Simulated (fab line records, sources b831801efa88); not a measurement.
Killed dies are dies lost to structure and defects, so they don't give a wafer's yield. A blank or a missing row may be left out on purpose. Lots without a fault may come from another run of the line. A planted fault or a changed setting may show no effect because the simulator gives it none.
fab line records | flow sky130
record lots=7 wafers=19 last_day=50
route steps=708 shown METAL1@455 VIA1@458 PAD_OPEN@708
lots that met no fault: from a run of the same line without faults
start_h: hours from the record's first day to the start of the lot's first wafer shown | wait_h: hours since the lot's step before | " the same as in the row above | L1.1+2: a row that stands for several wafers | - no value, or no start given | * or withheld: withheld | < > ~ a bound
route shown NAME@n: a module of which the file shows steps, and the number in the route of the first | usual: mean/standard deviation of fault-free wafers | same: alike in all rows | chamber/n: place in a boat | sites: the reading at each site | _std_site: their standard deviation | _edge_site: outer sites' mean less inner sites' | radius_mm: how far each site lies from the wafer's centre | mask NAME#n: copy n | behind: the tool/chamber that last shaped the wafer | hold: why the lot was held/for how many hours/how that ended | device: the transistor (n, p or np) that didn't switch | end of line: the same wafers' tests at the end of the route | a step without rows: its recipe alone | killed: dies lost to structure and defects at the first sort, not the wafer's yield | map: a wafer's dies, x killed, . not, _ none there
set.NAME: the setting as run; set.NAME@STEP: as run at that earlier step | model.NAME: the simulator's own value behind a step, which no gauge read
lots at some steps of the route; a table a step, a row a wafer
services: from which hour (start_h, from the record's first day; less than 0 if before it) a tool's chamber was out of use, for how many hours, and why
## steps
# step SKY_METAL1_STRIP_21
# recipe chemistry=post_etch_residue_remover time_s=1200 temp_c=72.5
# step SKY_METAL1_CLEAN_22
# recipe chemistry=IPA time_s=180 temp_c=25
# step SKY_METAL1_CLEAN_23
# recipe chemistry=O3/DIW dry=n2_spin
# step SKY_VIA1_HDPCVD_00
# recipe material=SiO2 target_thk_nm=1030 sigma_open_frac=0.3 time_s=171.7 temp_c=400 sih4_flow_sccm=60 pressure_mtorr=6
# step SKY_VIA1_THK_MEAS_01
# recipe reads=SiO2_of_VIA1_HDPCVD_00
# usual VIA1_HDPCVD_THK=1025/10
# columns lot.wafer tool chamber start_h wait_h VIA1_HDPCVD_THK[nm]
L278.4 film_metro-03 - 790.19 0.0 1007
L278.5 " - " " 1020
L278.6 " - " " 1018
L287.2 film_metro-03 - 861.56 0.1 1023
L287.3 " - " " 1042
L287.6 " - " " 1038
L288.1 film_metro-03 - 862.80 0.1 1004
L288.3 " - " " 1026
L288.5 " - " " 1030
L289.1 film_metro-01 - 877.76 0.1 1018
L289.5 " - " " 1016
L289.6 " - " " 1033
L291.4 film_metro-04 - 886.05 0.0 1026
L291.5 " - " " 1022
L294.1 film_metro-01 - 909.35 0.1 1037
L294.4 " - " " 1027
L298.2 film_metro-03 - 927.14 0.1 1044
L298.3 " - " " 1049
L298.6 " - " " 1027
# step SKY_VIA1_CMP_02
# recipe material=SiO2 down_force_psi=4 platen_rpm=60 pad_velocity_m_s=0.94248
# usual head_pressure_psi=4.000/0.0088 motor_current_A=12.7/1.9 slurry_filter_dp_kPa=13.52/0.12
# columns lot.wafer tool chamber start_h wait_h head_pressure_psi motor_current_A slurry_filter_dp_kPa
L278.4 cmp-01 3 790.27 0.1 4.000 11.8 13.47
L278.6 " 2 " " 4.002 17.0 13.55
L278.5 " 3 " " 4.007 12.2 13.60
L287.3 cmp-01 1 861.66 0.1 4.006 10.3 13.57
L287.2 " 3 " " 4.003 12.2 13.58
L287.6 " 1 " " 3.996 11.5 13.55
L288.3 cmp-02 0 862.91 0.1 4.005 12.0 13.35
L288.1 " 1 " " 3.994 14.3 13.59
L288.5 " 0 " " 4.011 12.1 13.40
L289.1 cmp-02 3 877.87 0.1 3.997 13.1 13.35
L289.6 " 2 " " 4.005 11.0 13.30
L289.5 " 3 " " 4.009 13.4 13.50
L291.4 cmp-02 3 886.18 0.1 4.002 13.9 13.50
L291.5 " 2 " " 4.018 10.4 13.46
L294.4 cmp-02 2 909.46 0.1 4.007 11.1 13.55
L294.1 " 3 " " 4.003 13.9 13.57
L298.2 cmp-02 2 927.24 0.1 3.998 11.0 13.62
L298.3 " 0 " " 4.001 11.6 13.68
L298.6 " 2 " " 3.994 11.0 13.56
# step SKY_VIA1_BOW_MEAS_03
# recipe mode=bow
# usual VIA1_BOW=81/6.8
# columns lot.wafer tool chamber start_h wait_h VIA1_BOW[um]
L278.4 film_metro-03 - 790.58 0.3 95
L278.5 " - " " 77
L278.6 " - " " 81
L287.2 film_metro-04 - 861.93 0.1 82
L287.3 " - " " 81
L287.6 " - " " 88
L288.1 film_metro-04 - 863.16 0.1 90
L288.3 " - " " 76
L288.5 " - " " 86
L289.1 film_metro-04 - 878.12 0.2 84
L289.5 " - " " 85
L289.6 " - " " 91
L291.4 film_metro-01 - 886.44 0.2 80
L291.5 " - " " 85
L294.1 film_metro-04 - 909.71 0.1 86
L294.4 " - " " 86
L298.2 film_metro-01 - 927.51 0.2 82
L298.3 " - " " 92
L298.6 " - " " 80
# step SKY_VIA1_DEHYDRATE_04
# recipe temp_c=200 time_s=60
# step SKY_VIA1_HMDS_05
# recipe prime_time_s=60 prime_temp_c=120
# step SKY_VIA1_COAT_06
# recipe resist=BARC temp_c=withheld time_s=withheld spin_rpm=3000 resist_thk_nm=60
# step SKY_VIA1_COAT_07
# recipe resist=KrF-thick spin_rpm=3000 resist_thk_nm=450
# step SKY_VIA1_SOFTBAKE_08
# recipe temp_c=100 time_s=90 resist=KrF-thick
# step SKY_VIA1_EXPOSE_09
# recipe mask_id=VIM na=0.8 source_shape=annular sigma_inner=0.55 sigma_outer=0.85 target_cd_nm=150 dose_mj=38
# usual reticle_temp_C=23.00/0.1 stage_vel_mm_s=499.96/0.22
# columns lot.wafer tool chamber start_h wait_h mask reticle_temp_C stage_vel_mm_s
L278.4 krf_scanner-02 0 803.85 - VIM#0 23.06 500.26
L278.5 " 0 " " VIM#0 23.01 499.94
L278.6 " 0 " " VIM#0 22.97 499.76
L287.2 krf_scanner-01 0 874.77 - VIM#0 23.07 499.81
L287.3 " 0 " " VIM#0 23.04 499.65
L287.6 " 0 " " VIM#0 22.92 499.98
L288.1 krf_scanner-02 0 876.51 - VIM#0 23.04 499.89
L288.3 " 0 " " VIM#0 22.88 500.16
L288.5 " 0 " " VIM#0 22.96 499.77
L289.1 krf_scanner-01 0 890.61 - VIM#0 22.89 499.63
L289.5 " 0 " " VIM#0 22.96 499.77
L289.6 " 0 " " VIM#0 23.08 500.04
L291.4 krf_scanner-01 0 899.15 - VIM#0 23.09 499.63
L291.5 " 0 " " VIM#0 23.19 499.77
L294.1 krf_scanner-01 0 921.31 - VIM#0 22.84 500.42
L294.4 " 0 " " VIM#0 22.80 499.84
L298.2 krf_scanner-02 0 939.93 - VIM#0 23.03 500.08
L298.3 " 0 " " VIM#0 23.06 500.09
L298.6 " 0 " " VIM#0 23.13 500.19
# step SKY_VIA1_PEB_10
# recipe peb_temp_c=withheld peb_time_s=withheld resist=KrF-thick
# step SKY_VIA1_DEVELOP_11
# recipe develop_time_s=60 resist=KrF-thick dev_temp_c=21
# step SKY_VIA1_CD_MEAS_12
# recipe target_cd_nm=150
# usual cd_nm=150.7/1.5
# columns lot.wafer tool chamber start_h wait_h cd_nm
L278.4 cd_sem-01 - 817.05 - 149.0
L278.5 " - " " 149.4
L278.6 " - " " 147.3
L287.2 cd_sem-02 - 887.22 - 151.9
L287.3 " - " " 151.6
L287.6 " - " " 151.9
L288.1 cd_sem-01 - 888.58 - 151.3
L288.3 " - " " 151.7
L288.5 " - " " 151.5
L289.1 cd_sem-01 - 903.40 - 36.6
L289.5 " - " " 37.9
L289.6 " - " " 150.4
L291.4 cd_sem-01 - 911.89 - 150.4
L291.5 " - " " 35.8
L294.1 cd_sem-01 - 933.93 - 31.2
L294.4 " - " " 152.0
L298.2 cd_sem-02 - 952.17 - 150.2
L298.3 " - " " 148.3
L298.6 " - " " 149.3
# step SKY_VIA1_OVL_MEAS_13
# usual VIA1_OVL=1/5.1
# columns lot.wafer tool chamber start_h wait_h VIA1_OVL[nm]
L278.4 overlay-01 - 817.13 0.1 10
L278.5 " - " " 3
L278.6 " - " " 0
L287.2 overlay-01 - 887.32 0.1 8
L287.3 " - " " 1
L287.6 " - " " 8
L288.1 overlay-02 - 888.70 0.1 0
L288.3 " - " " -2
L288.5 " - " " -3
L289.1 overlay-02 - 903.52 0.1 4
L289.5 " - " " 8
L289.6 " - " " 0
L291.4 overlay-01 - 911.97 0.1 5
L291.5 " - " " 5
L294.1 overlay-02 - 934.05 0.1 1
L294.4 " - " " 0
L298.2 overlay-02 - 952.27 0.1 1
L298.3 " - " " -2
L298.6 " - " " 10
# step SKY_VIA1_ETCH_14
# recipe chemistry=N2/H2 target=BARC ion_energy_ev=200 source_w=500 bias_w=100 pressure_mtorr=30 n2_flow_sccm=100 h2_flow_sccm=200 stop_on=SiO2 time_s=45.9 target_depth_a=600
# usual drypump_motor_current_A=5.9/0.37 h2_flow_sccm=200.0/0.56 oes_product_au=0.854/0.0046 rf_fwd_power_W=494.8/2.2 throttle_valve_pct=13.224/0.0097
# columns lot.wafer tool chamber start_h wait_h drypump_motor_current_A h2_flow_sccm oes_product_au rf_fwd_power_W rf_hours_counter_h throttle_valve_pct model.VIA1.cd_nm
L278.4 rie_diel-02 1 817.17 0.0 5.9 200.5 0.863 497.7 - 13.231 149.9
L278.5 " 2 " " 5.4 199.4 0.855 497.0 - 13.237 150.4
L278.6 " 3 " " 6.1 200.6 0.856 490.2 - 13.216 147.9
L287.2 rie_diel-04 0 887.35 0.0 6.4 199.1 0.860 496.1 11 13.218 152
L287.3 " 1 " " 6.4 200.5 0.853 495.6 8 13.246 150.9
L287.6 " 0 " " 6.3 200.2 0.854 495.0 - 13.229 151.7
L288.1 rie_diel-04 0 888.74 0.0 6.4 201.2 0.852 492.2 11 13.235 151.6
L288.3 " 2 " " 5.7 198.6 0.859 498.0 15 13.214 152.1
L288.5 " 1 " " 6.5 201.1 0.853 495.3 - 13.254 151.8
L289.1 rie_diel-04 0 903.55 0.0 6.3 200.0 0.855 494.8 12 13.231 36.96
L289.5 " 2 " " 5.7 200.0 0.853 498.6 - 13.226 38.43
L289.6 " 1 " " 6.4 200.2 0.855 493.6 - 13.222 150.2
L291.4 rie_diel-02 2 912.01 0.0 5.4 199.9 0.855 494.3 - 13.211 151.4
L291.5 " 1 " " 5.9 199.5 0.859 492.3 - 13.245 36.13
L294.1 rie_diel-01 2 934.09 0.0 5.7 199.2 0.848 493.7 4 13.231 30.69
L294.4 " 0 " " 6.0 199.8 0.858 495.8 - 13.232 151.4
L298.2 rie_diel-01 1 952.30 0.0 5.4 200.3 0.858 492.6 11 13.222 150.7
L298.3 " 3 " " 5.9 200.3 0.851 493.2 12 13.236 148.6
L298.6 " 3 " " 5.9 200.5 0.847 493.7 - 13.218 150.4
# step SKY_VIA1_ETCH_15
# recipe target=SiO2 chemistry=C4F8/O2/Ar target_depth_nm=351 stop_on=TiN mask_material=KrF-thick source_w=1500 bias_w=1200 pressure_mtorr=40 c4f8_flow_sccm=withheld O2_flow_sccm=6 Ar_flow_sccm=300 time_s=54
# usual oes_product_au=0.981/0.0057 rf_fwd_power_W=1485/6.2
# columns lot.wafer tool chamber start_h wait_h oes_product_au rf_fwd_power_W rf_hours_counter_h
L278.4 rie_diel-02 1 817.21 0.0 0.984 1478 -
L278.5 " 2 " " 0.983 1491 -
L278.6 " 3 " " 0.981 1478 -
L287.2 rie_diel-04 0 887.40 0.0 0.982 1487 11
L287.3 " 1 " " 0.986 1484 8
L287.6 " 0 " " 0.980 1481 -
L288.1 rie_diel-04 0 888.78 0.0 0.983 1486 11
L288.3 " 2 " " 0.980 1495 15
L288.5 " 1 " " 0.983 1478 -
L289.1 rie_diel-04 0 903.60 0.0 0.974 1481 12
L289.5 " 2 " " 0.982 1495 -
L289.6 " 1 " " 0.981 1488 -
L291.4 rie_diel-02 2 912.06 0.0 0.978 1495 -
L291.5 " 1 " " 0.977 1488 -
L294.1 rie_diel-01 2 934.13 0.0 0.987 1493 4
L294.4 " 0 " " 0.984 1480 -
L298.2 rie_diel-01 1 952.35 0.0 0.977 1486 11
L298.3 " 3 " " 0.993 1481 12
L298.6 " 3 " " 0.987 1485 -
# step SKY_PAD_OPEN_PROBE_99
# usual defect_limited_yield=82.3/2 killed_at_M0_to_M3=43/7.3 killed_at_M4_up=3.1/1.7 killed_at_contacts=25/5.3 killed_at_front_end=15/4.3 killed_at_other=0.2/0.54 killed_dies=87/10 killed_on_rim=17/3.9 killed_open=48/7.6 killed_short=38/6.1 sort_bin_3_pad_short=0.9/0.42 sort_bin_5_function=10.5/1.5 sort_bin_6_memory=6.3/1.2 sort_n_pass=405/10 sort_yield_pct=82.3/2
# same gross_dies=492 killed_at_back_side=0 sort_bin_4_leakage[%]=0 sort_bin_8_speed[%]=0
# columns lot.wafer tool chamber start_h wait_h defect_limited_yield[%] killed_at_M0_to_M3 killed_at_M4_up killed_at_contacts killed_at_front_end killed_at_other killed_dies killed_on_rim killed_open killed_short sort_bin_3_pad_short[%] sort_bin_5_function[%] sort_bin_6_memory[%] sort_n_pass sort_yield_pct[%]
L289.1 prober-02 - 1159.73 0.1 0 438 2 26 26 0 492 96 60 53 0.8 91.5 7.7 0 0
L289.5 prober-02 - 1159.93 0.2 0 452 5 24 11 0 492 96 54 42 1.4 91.9 6.7 0 0
L289.6 prober-02 - 1159.98 0.2 81.3 53 1 20 18 0 92 14 50 42 1.6 10.4 6.7 400 81.3
L291.4 prober-01 - 1169.46 0.2 84.1 45 0 20 13 0 78 14 48 30 0.4 9.8 5.7 414 84.1
L291.5 prober-01 - 1169.51 0.2 0 452 1 19 20 0 492 96 39 43 0.6 93.1 6.3 0 0
L294.1 prober-01 - 1182.99 0.1 0 465 2 15 10 0 492 96 49 38 0.8 92.7 6.5 0 0
L294.4 prober-01 - 1183.14 0.2 83.5 39 5 23 14 0 81 12 47 34 1.2 9.3 5.9 411 83.5
# killed by level:class
L289.1 VIA1:area_expose=378 VIA1:geometric_particle:short=12 VIA1:geometric_particle:open=11 SPACER:geometric_particle:open=8 CONTACT:geometric_particle:open=8 VIA2:geometric_particle:open=8 FIELD_ISO:geometric_particle:open=7 METAL1:geometric_particle:short=7
L289.5 VIA1:area_expose=396 VIA1:geometric_particle:open=16 VIA2:geometric_particle:open=10 LOCAL_INTERCONNECT:geometric_particle:short=8 CONTACT:geometric_particle:open=8 VIA1:geometric_particle:short=6 METAL2:geometric_particle:short=6 LI_CONTACT:geometric_particle:open=5
L289.6 VIA1:geometric_particle:open=10 VIA3:geometric_particle:open=9 CONTACT:geometric_particle:open=8 CONTACT:geometric_particle:short=6 VIA3:geometric_particle:short=6 VIA1:geometric_particle:short=6 FIELD_ISO:geometric_particle:open=5 VIA2:geometric_particle:open=5
L291.4 CONTACT:geometric_particle:open=11 METAL2:geometric_particle:short=10 VIA1:geometric_particle:open=10 VIA2:geometric_particle:open=7 VIA3:geometric_particle:open=6 LI_CONTACT:geometric_particle:open=4 VIA1:geometric_particle:short=3 FIELD_ISO:geometric_particle:open=3
L291.5 VIA1:area_expose=410 VIA1:geometric_particle:open=8 METAL2:geometric_particle:short=7 FIELD_ISO:geometric_particle:short=6 CONTACT:geometric_particle:short=6 VIA1:geometric_particle:short=6 FIELD_ISO:geometric_particle:open=5 METAL2:geometric_particle:open=5
L294.1 VIA1:area_expose=405 VIA1:geometric_particle:open=17 METAL1:geometric_particle:short=8 VIA2:geometric_particle:open=6 CONTACT:geometric_particle:open=5 VIA1:geometric_particle:short=5 METAL2:geometric_particle:open=5 VIA3:geometric_particle:open=5
L294.4 CONTACT:geometric_particle:open=11 VIA1:geometric_particle:open=9 VIA3:geometric_particle:open=8 LI_CONTACT:geometric_particle:open=6 FIELD_ISO:geometric_particle:open=5 METAL1:geometric_particle:short=5 METAL4:geometric_particle:short=5 VIA2:geometric_particle:open=4
# map L289.1 (x killed, . not)
__________xxxxxxxxxx_________
________xxxxxxxxxxxxxx_______
______xxxxxxxxxxxxxxxxxx_____
_____xxxxxxxxxxxxxxxxxxxx____
____xxxxxxxxxxxxxxxxxxxxxx___
___xxxxxxxxxxxxxxxxxxxxxxxx__
__xxxxxxxxxxxxxxxxxxxxxxxxxx_
_xxxxxxxxxxxxxxxxxxxxxxxxxxxx
_xxxxxxxxxxxxxxxxxxxxxxxxxxxx
_xxxxxxxxxxxxxxxxxxxxxxxxxxxx
_xxxxxxxxxxxxxxxxxxxxxxxxxxxx
_xxxxxxxxxxxxxxxxxxxxxxxxxxxx
_xxxxxxxxxxxxxxxxxxxxxxxxxxxx
_xxxxxxxxxxxxxxxxxxxxxxxxxxxx
_xxxxxxxxxxxxxxxxxxxxxxxxxxxx
__xxxxxxxxxxxxxxxxxxxxxxxxxx_
___xxxxxxxxxxxxxxxxxxxxxxxx__
____xxxxxxxxxxxxxxxxxxxxxx___
_____xxxxxxxxxxxxxxxxxxxx____
______xxxxxxxxxxxxxxxxxx_____
________xxxxxxxxxxxxxx_______
__________xxxxxxxxxx_________
# map L291.5 (x killed, . not)
__________xxxxxxxxxx_________
________xxxxxxxxxxxxxx_______
______xxxxxxxxxxxxxxxxxx_____
_____xxxxxxxxxxxxxxxxxxxx____
____xxxxxxxxxxxxxxxxxxxxxx___
___xxxxxxxxxxxxxxxxxxxxxxxx__
__xxxxxxxxxxxxxxxxxxxxxxxxxx_
_xxxxxxxxxxxxxxxxxxxxxxxxxxxx
_xxxxxxxxxxxxxxxxxxxxxxxxxxxx
_xxxxxxxxxxxxxxxxxxxxxxxxxxxx
_xxxxxxxxxxxxxxxxxxxxxxxxxxxx
_xxxxxxxxxxxxxxxxxxxxxxxxxxxx
_xxxxxxxxxxxxxxxxxxxxxxxxxxxx
_xxxxxxxxxxxxxxxxxxxxxxxxxxxx
_xxxxxxxxxxxxxxxxxxxxxxxxxxxx
__xxxxxxxxxxxxxxxxxxxxxxxxxx_
___xxxxxxxxxxxxxxxxxxxxxxxx__
____xxxxxxxxxxxxxxxxxxxxxx___
_____xxxxxxxxxxxxxxxxxxxx____
______xxxxxxxxxxxxxxxxxx_____
________xxxxxxxxxxxxxx_______
__________xxxxxxxxxx_________
## services
# columns tool chamber start_h hours kind
rie_diel-04 0 783.14 2.5 repair
rie_diel-04 1 783.30 9.6 repair
rie_diel-04 0 787.46 46.7 repair
rie_diel-02 0 792.55 128.1 repair
krf_scanner-02 - 807.08 4.4 pm
krf_scanner-02 - 825.51 1.3 pm
rie_diel-01 - 827.18 2.8 pm
krf_scanner-02 - 828.55 4.0 pm
krf_scanner-01 - 834.85 1.3 pm
krf_scanner-02 - 842.01 1.4 repair
rie_diel-04 - 843.61 1.6 repair
krf_scanner-02 - 855.27 0.8 pm
cmp-01 - 860.38 0.3 repair
rie_diel-04 2 867.99 9.0 repair
krf_scanner-01 - 868.41 0.8 pm
rie_diel-04 1 873.05 6.6 repair
rie_diel-02 2 875.45 4.0 repair
cmp-01 - 884.03 6.3 pm
rie_diel-04 2 884.98 3.1 repair
krf_scanner-02 - 893.52 1.0 pm
cmp-02 - 903.55 0.6 repair
krf_scanner-01 - 908.79 1.0 pm
rie_diel-01 3 930.88 8.6 repair
rie_diel-02 - 939.32 2.8 pm
## key
first_sign step=SKY_VIA1_CD_MEAS_12 reading=cd_nm direction=down sigmas=75 usual=150.7 struck=35.4
effect step=SKY_PAD_OPEN_PROBE_99 reading=killed_at_M0_to_M3 direction=up sigmas=56 usual=43 struck=452
model_effect step=SKY_VIA1_ETCH_14 value=VIA1.cd_nm without=150.1 struck=35.55
more_kills_born_at SKY_VIA1_EXPOSE_09@krf_scanner-01=1590
met_at SKY_VIA1_EXPOSE_09
struck_wafers L289.1,L289.5,L291.5,L294.1
later_rows_left_out L289.1,L289.5,L291.5,L294.1
onset_between 874.77 890.61
fault kind=process_parameter_drift tool=krf_scanner-01 chamber=- onset_h=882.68 steps=SKY_VIA1_EXPOSE_09 channel=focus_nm offset=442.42 shape=step end_h=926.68 scope=struck_wafers_only
# later_rows_left_out: the simulator's readings of these wafers behind a module that went badly wrong aren't trusted and aren't shown, but for the sort
